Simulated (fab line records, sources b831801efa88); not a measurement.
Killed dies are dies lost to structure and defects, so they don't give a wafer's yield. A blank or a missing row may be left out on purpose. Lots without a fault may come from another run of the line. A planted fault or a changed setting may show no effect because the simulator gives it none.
Chamber matching | flow sky130 | SKY_VIA3_ETCH_15 on rie_diel-01: 4 sister chambers
The step etches SiO2 in C4F8/O2/Ar, stops on TiN, target depth 507 nm, time 78 s. 8 wafers are shown with their chamber, then 8 later ones without.

WAFERS WITH THEIR CHAMBER
wafer  | chamber | oes_product_au (a.u.)
L078.4 | 0       | 0.944
L082.6 | 1       | 0.950
L085.1 | 3       | 0.947
L085.2 | 1       | 0.951
L085.5 | 0       | 0.952
L091.4 | 3       | 0.952
L091.5 | 2       | 0.948
L095.3 | 2       | 0.948

WAFERS WITHOUT THEIR CHAMBER
wafer  | oes_product_au (a.u.)
L095.4 | 0.948
L095.5 | 0.950
L094.1 | 0.947
L094.3 | 0.944
L094.6 | 0.944
L096.2 | 0.943
L096.3 | 0.939
L096.4 | 0.940

WHICH CHAMBER EACH WENT THROUGH
wafer  | from the rows above               | in truth
L095.4 | can't be placed: 0 or 2 or 3 or 1 | 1
L095.5 | can't be placed: 1 or 3 or 0 or 2 | 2
L094.1 | can't be placed: 0 or 2 or 3 or 1 | 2
L094.3 | can't be placed: 0 or 2 or 3 or 1 | 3
L094.6 | can't be placed: 0 or 2 or 3 or 1 | 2
L096.2 | can't be placed: 0 or 2 or 3 or 1 | 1
L096.3 | can't be placed: 0 or 2 or 3 or 1 | 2
L096.4 | can't be placed: 0 or 2 or 3 or 1 | 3
Placed correctly: 0 of 8. Can't be placed from these rows: 8 (the true chamber is among the candidates in 8). Placed wrongly: 0.
How it was worked out, from the rows above alone: a wafer's distance from a chamber is the root of the sum, over the readings, of the square of ((its reading less the chamber's mean) divided by the reading's scatter). The wafer belongs to the nearest chamber; if the next one is less than 2 further off, it can't be placed. A chamber's mean is the mean of its shown wafers. The scatter: the root of (the sum of the squares of (reading less its chamber's mean) over the shown wafers, divided by (wafers less chambers)).
